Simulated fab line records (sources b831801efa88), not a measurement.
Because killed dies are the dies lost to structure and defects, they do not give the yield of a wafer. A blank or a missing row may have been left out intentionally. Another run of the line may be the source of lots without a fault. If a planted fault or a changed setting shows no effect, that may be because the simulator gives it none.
fab line records | flow sky130
record: lots: 13 | wafers: 39 | last_day: 50
route steps=708 shown METAL2@483 PAD_OPEN@708
lots with no fault: from the same line, run without faults
start_h: start of the lot's first displayed wafer, in hours after the record's first day | wait_h: hours elapsed since this lot's preceding step | " same as the row above | L1.1+2: a single row standing in for several wafers | - no value, or no start given | * or withheld: withheld | < > ~ a bound
route shown NAME@n: a module of which the file shows steps, and the number in the route of the first | usual: mean and standard deviation over wafers with no fault | same: alike in all rows | chamber/n: place in a boat | sites: readings site by site | _std_site: how widely they spread, as a standard deviation | _edge_site: outer sites' mean less inner sites' | radius_mm: for every site, how far away it sits from the centre of the wafer | mask NAME#n: copy n | behind: the tool/chamber that last shaped the wafer | hold: why the lot went on hold/how many hours it stayed there/how the hold came to an end | device: which transistor (n, p or np) failed to switch | end of line: tests of these same wafers at the route's end | a step given without rows: its recipe and nothing more | killed: count of dies lost to structure and defects at first sort (not the wafer's yield) | map: per-die view of a wafer (x killed, . not killed, _ where there is no die)
set.NAME: the setting as run; set.NAME@STEP: as run at that earlier step | model.NAME: the simulator's own value behind a step, which no gauge read
a sample of lots followed through the steps of the route, with each step as a table and each wafer as a row
services: when a tool's chamber went out of use (start_h, in hours from the record's first day, below 0 if earlier), for how many hours, and the reason
== steps ==
step: SKY_METAL2_SPUTTER_00
recipe: material: Ti | target_thk_nm: 15 | power_w: 3000 | time_s: 10 | chamber_pressure_pa: 0.4
usual: throttle_valve_pct: 29.8/1
lot.wafer | tool           | chamber | start_h | wait_h | throttle_valve_pct
L501.2    | pvd_sputter-02 | -       | 810.41  | 0.1    | 30.8
L501.3    | "              | -       | "       | "      | 29.3
L501.6    | "              | -       | "       | "      | 29.3
L502.1    | pvd_sputter-04 | -       | 818.05  | 0.1    | 29.8
L502.2    | "              | -       | "       | "      | 29.8
L502.6    | "              | -       | "       | "      | 31.3
L503.2    | pvd_sputter-04 | -       | 828.52  | 0.2    | 31.0
L503.4    | "              | -       | "       | "      | 29.7
L503.5    | "              | -       | "       | "      | 29.6
L505.4    | pvd_sputter-01 | -       | 839.66  | 0.2    | 28.9
L505.5    | "              | -       | "       | "      | 30.7
L505.6    | "              | -       | "       | "      | 31.0
L504.2    | pvd_sputter-01 | -       | 843.43  | 0.2    | 30.7
L504.4    | "              | -       | "       | "      | 31.2
L504.6    | "              | -       | "       | "      | 30.4
L506.2    | pvd_sputter-01 | -       | 852.34  | 0.2    | 28.7
L506.3    | "              | -       | "       | "      | 30.7
L506.6    | "              | -       | "       | "      | 30.9
L507.1    | pvd_sputter-04 | -       | 856.42  | 0.1    | 31.2
L507.3    | "              | -       | "       | "      | 31.7
L507.6    | "              | -       | "       | "      | 31.4
L508.2    | pvd_sputter-02 | -       | 859.74  | 0.2    | 29.2
L508.3    | "              | -       | "       | "      | 28.5
L508.5    | "              | -       | "       | "      | 29.0
L509.1    | pvd_sputter-02 | -       | 869.39  | 0.1    | 29.3
L509.2    | "              | -       | "       | "      | 30.4
L509.6    | "              | -       | "       | "      | 29.1
L512.1    | pvd_sputter-02 | -       | 892.19  | 0.2    | 28.5
L512.2    | "              | -       | "       | "      | 30.6
L512.5    | "              | -       | "       | "      | 28.5
L515.1    | pvd_sputter-02 | -       | 913.49  | 0.1    | 28.1
L515.3    | "              | -       | "       | "      | 28.8
L515.6    | "              | -       | "       | "      | 30.8
L517.1    | pvd_sputter-02 | -       | 927.74  | 0.1    | 28.2
L517.2    | "              | -       | "       | "      | 29.2
L517.6    | "              | -       | "       | "      | 30.7
L522.1    | pvd_sputter-01 | -       | 963.71  | 0.2    | 28.7
L522.2    | "              | -       | "       | "      | 30.4
L522.5    | "              | -       | "       | "      | 30.9
step: SKY_PAD_OPEN_PROBE_99
usual: defect_limited_yield: 82.5/2 | killed_at_M0_to_M3: 44/6.9 | killed_at_M4_up: 3.1/1.7 | killed_at_contacts: 25/5.6 | killed_at_front_end: 14/4.3 | killed_at_other: 0.3/0.51 | killed_dies: 86/9.8 | killed_open: 47/6.5 | killed_short: 39/6.6 | sort_bin_3_pad_short: 0.8/0.46 | sort_bin_5_function: 10.3/1.5 | sort_bin_6_memory: 6.4/1 | sort_n_pass: 406/9.8 | sort_yield_pct: 82.5/2
same: gross_dies: 492 | killed_at_back_side: 0 | sort_bin_4_leakage[%]: 0 | sort_bin_8_speed[%]: 0
lot.wafer | tool      | chamber | start_h | wait_h | defect_limited_yield[%] | killed_at_M0_to_M3 | killed_at_M4_up | killed_at_contacts | killed_at_front_end | killed_at_other | killed_dies | killed_open | killed_short | sort_bin_3_pad_short[%] | sort_bin_5_function[%] | sort_bin_6_memory[%] | sort_n_pass | sort_yield_pct[%]
L504.2    | prober-02 | -       | 1120.72 | 0.1    | 83.9                    | 46                 | 2               | 25                 | 6                   | 0               | 79          | 44          | 35           | 1.4                     | 8.7                    | 5.9                  | 413         | 83.9
L504.4    | prober-02 | -       | 1120.82 | 0.2    | 84.1                    | 39                 | 4               | 24                 | 11                  | 0               | 78          | 44          | 34           | 0.2                     | 9.6                    | 6.1                  | 414         | 84.1
L504.6    | prober-02 | -       | 1120.92 | 0.2    | 78.9                    | 50                 | 4               | 34                 | 16                  | 0               | 104         | 54          | 50           | 1.0                     | 12.2                   | 7.9                  | 388         | 78.9
L507.1    | prober-02 | -       | 1128.64 | 0.1    | 80.5                    | 56                 | 2               | 20                 | 16                  | 2               | 96          | 52          | 44           | 1.2                     | 11.6                   | 6.7                  | 396         | 80.5
L507.3    | prober-02 | -       | 1128.74 | 0.2    | 81.7                    | 37                 | 4               | 35                 | 13                  | 1               | 90          | 51          | 39           | 0.6                     | 10.8                   | 6.9                  | 402         | 81.7
L507.6    | prober-02 | -       | 1128.89 | 0.2    | 82.7                    | 49                 | 4               | 18                 | 14                  | 0               | 85          | 48          | 37           | 0.6                     | 10.8                   | 5.9                  | 407         | 82.7
L508.2    | prober-01 | -       | 1131.49 | 0.1    | 81.9                    | 44                 | 7               | 18                 | 19                  | 1               | 89          | 43          | 46           | 0.6                     | 10.0                   | 7.5                  | 403         | 81.9
L508.3    | prober-01 | -       | 1131.54 | 0.2    | 78.7                    | 42                 | 2               | 33                 | 27                  | 1               | 105         | 51          | 54           | 1.4                     | 14.2                   | 5.7                  | 387         | 78.7
L508.5    | prober-01 | -       | 1131.64 | 0.2    | 80.5                    | 47                 | 2               | 26                 | 21                  | 0               | 96          | 50          | 46           | 1.0                     | 13.8                   | 4.7                  | 396         | 80.5
L515.1    | prober-02 | -       | 1172.87 | 0.1    | 76.6                    | 72                 | 2               | 25                 | 15                  | 1               | 115         | 46          | 32           | 1.8                     | 13.4                   | 8.1                  | 377         | 76.6
L515.3    | prober-02 | -       | 1172.97 | 0.2    | 84.6                    | 27                 | 1               | 29                 | 19                  | 0               | 76          | 49          | 27           | 0.4                     | 9.6                    | 5.5                  | 416         | 84.6
L515.6    | prober-02 | -       | 1173.12 | 0.2    | 82.9                    | 45                 | 3               | 22                 | 14                  | 0               | 84          | 36          | 48           | 0.4                     | 10.0                   | 6.7                  | 408         | 82.9
L517.1    | prober-02 | -       | 1181.77 | 0.1    | 75.4                    | 75                 | 2               | 24                 | 19                  | 1               | 121         | 42          | 39           | 4.1                     | 13.8                   | 6.7                  | 371         | 75.4
L517.2    | prober-02 | -       | 1181.82 | 0.1    | 82.1                    | 48                 | 5               | 20                 | 14                  | 1               | 88          | 42          | 46           | 0.8                     | 7.9                    | 9.1                  | 404         | 82.1
L517.6    | prober-02 | -       | 1182.02 | 0.2    | 79.9                    | 61                 | 6               | 20                 | 12                  | 0               | 99          | 60          | 39           | 1.0                     | 10.0                   | 9.1                  | 393         | 79.9
killed by level:class
L504.2 VIA1:geometric_particle:open=12 VIA3:geometric_particle:open=10 LI_CONTACT:geometric_particle:open=8 CONTACT:geometric_particle:open=8 LI_CONTACT:geometric_particle:short=6 VIA1:geometric_particle:short=5 METAL2:geometric_particle:short=5 METAL1:geometric_particle:short=4
L504.4 LI_CONTACT:geometric_particle:open=12 VIA1:geometric_particle:open=9 METAL1:geometric_particle:short=9 POLY_GATE:geometric_particle:open=6 CONTACT:geometric_particle:open=6 METAL2:geometric_particle:short=4 VIA2:geometric_particle:open=4 POLY_GATE:geometric_particle:short=3
L504.6 CONTACT:geometric_particle:open=13 VIA1:geometric_particle:open=12 LI_CONTACT:geometric_particle:open=12 METAL1:geometric_particle:short=11 METAL2:geometric_particle:short=8 POLY_GATE:geometric_particle:open=5 METAL3:geometric_particle:short=4 CONTACT:geometric_particle:short=4
L507.1 VIA1:geometric_particle:open=14 VIA3:geometric_particle:open=9 CONTACT:geometric_particle:open=9 METAL3:geometric_particle:short=8 METAL2:geometric_particle:short=7 LI_CONTACT:geometric_particle:open=5 VIA2:geometric_particle:open=5 VIA1:geometric_particle:short=4
L507.3 CONTACT:geometric_particle:open=12 LI_CONTACT:geometric_particle:open=10 VIA2:geometric_particle:open=7 CONTACT:geometric_particle:short=5 METAL2:geometric_particle:short=5 METAL3:geometric_particle:short=5 METAL1:geometric_particle:short=4 VIA3:geometric_particle:open=4
L507.6 METAL2:geometric_particle:short=10 VIA2:geometric_particle:open=8 CONTACT:geometric_particle:open=7 VIA1:geometric_particle:open=7 VIA3:geometric_particle:open=6 FIELD_ISO:geometric_particle:open=5 LI_CONTACT:geometric_particle:open=5 METAL1:geometric_particle:short=5
L508.2 VIA1:geometric_particle:open=15 CONTACT:geometric_particle:open=11 VIA1:geometric_particle:short=9 METAL2:geometric_particle:short=7 METAL1:geometric_particle:short=6 METAL4:geometric_particle:short=6 POLY_GATE:geometric_particle:open=5 FIELD_ISO:geometric_particle:short=4
L508.3 VIA1:geometric_particle:open=12 CONTACT:geometric_particle:open=12 LI_CONTACT:geometric_particle:open=8 POLY_GATE:geometric_particle:short=7 FIELD_ISO:geometric_particle:open=7 VIA1:geometric_particle:short=7 FIELD_ISO:geometric_particle:short=5 LOCAL_INTERCONNECT:geometric_particle:short=5
L508.5 METAL1:geometric_particle:short=10 FIELD_ISO:geometric_particle:open=8 LI_CONTACT:geometric_particle:open=8 VIA1:geometric_particle:open=8 VIA3:geometric_particle:open=7 CONTACT:geometric_particle:open=7 VIA1:geometric_particle:short=6 FIELD_ISO:geometric_particle:short=4
L515.1 METAL2:unspecified=37 VIA1:geometric_particle:open=9 CONTACT:geometric_particle:open=9 LI_CONTACT:geometric_particle:short=6 LI_CONTACT:geometric_particle:open=6 VIA2:geometric_particle:open=6 FIELD_ISO:geometric_particle:short=5 VIA3:geometric_particle:open=5
L515.3 CONTACT:geometric_particle:open=9 FIELD_ISO:geometric_particle:open=7 LI_CONTACT:geometric_particle:open=7 POLY_GATE:geometric_particle:open=6 LOCAL_INTERCONNECT:geometric_particle:short=5 VIA1:geometric_particle:open=5 METAL2:geometric_particle:short=5 VIA3:geometric_particle:open=5
L515.6 METAL1:geometric_particle:short=11 LI_CONTACT:geometric_particle:open=7 LOCAL_INTERCONNECT:geometric_particle:short=6 VIA1:geometric_particle:short=6 VIA1:geometric_particle:open=6 VIA2:geometric_particle:open=5 VIA3:geometric_particle:open=5 FIELD_ISO:geometric_particle:short=4
L517.1 METAL2:unspecified=40 LI_CONTACT:geometric_particle:open=8 VIA3:geometric_particle:open=7 CONTACT:geometric_particle:open=6 LOCAL_INTERCONNECT:geometric_particle:short=5 FIELD_ISO:geometric_particle:open=4 FIELD_ISO:geometric_particle:short=4 CONTACT:geometric_particle:short=4
L517.2 CONTACT:geometric_particle:open=10 METAL1:geometric_particle:short=9 VIA2:geometric_particle:open=8 VIA1:geometric_particle:open=7 VIA1:geometric_particle:short=5 METAL2:geometric_particle:short=5 FIELD_ISO:geometric_particle:short=4 CONTACT:geometric_particle:short=4
L517.6 VIA2:geometric_particle:open=12 CONTACT:geometric_particle:open=11 VIA1:geometric_particle:open=10 VIA3:geometric_particle:open=8 METAL1:geometric_particle:short=7 VIA2:geometric_particle:short=5 METAL3:geometric_particle:short=4 METAL4:geometric_particle:short=4
== services ==
tool           | chamber | start_h | hours | kind
pvd_sputter-02 | -       | 794.34  | 4.1   | repair
pvd_sputter-04 | 1       | 796.35  | -     | consumable_replace:kit
pvd_sputter-04 | 1       | 796.35  | 18.0  | scheduled_down
pvd_sputter-04 | 1       | 796.35  | 18.0  | vent_cycle
pvd_sputter-04 | -       | 799.87  | 8.3   | repair
pvd_sputter-02 | -       | 802.95  | 3.7   | repair
pvd_sputter-02 | 0       | 893.82  | -     | consumable_replace:kit
pvd_sputter-02 | 0       | 893.82  | 18.0  | scheduled_down
pvd_sputter-02 | 0       | 893.82  | 18.0  | vent_cycle
pvd_sputter-02 | -       | 902.46  | 4.6   | repair
pvd_sputter-01 | -       | 906.44  | 0.7   | repair
pvd_sputter-01 | 0       | 932.38  | -     | consumable_replace:kit
pvd_sputter-01 | 0       | 932.38  | 18.0  | scheduled_down
pvd_sputter-01 | 0       | 932.38  | 18.0  | vent_cycle
pvd_sputter-02 | -       | 940.23  | 1.1   | repair
pvd_sputter-04 | 0       | 951.04  | -     | consumable_replace:kit
pvd_sputter-04 | 0       | 951.04  | 18.0  | scheduled_down
pvd_sputter-04 | 0       | 951.04  | 18.0  | vent_cycle
pvd_sputter-04 | -       | 955.88  | 0.6   | repair
== key ==
first_sign: step: SKY_PAD_OPEN_PROBE_99 | reading: sort_bin_3_pad_short | direction: up | sigmas: 4.6 | usual: 0.8 | struck: 2.9
effect: step: SKY_PAD_OPEN_PROBE_99 | reading: killed_at_M0_to_M3 | direction: up | sigmas: 4.3 | usual: 44 | struck: 74
met_at SKY_METAL2_SPUTTER_00
struck_lots L515,L517
struck_wafers L515.1,L517.1
onset_between 892.19 913.49
fault: kind: chamber_particle_source | tool: pvd_sputter-02 | chamber: - | onset_h: 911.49 | steps: SKY_METAL2_SPUTTER_00 | rate_per_visit_cm2: 0.75112 | end_h: 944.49 | scope: struck_wafers_only
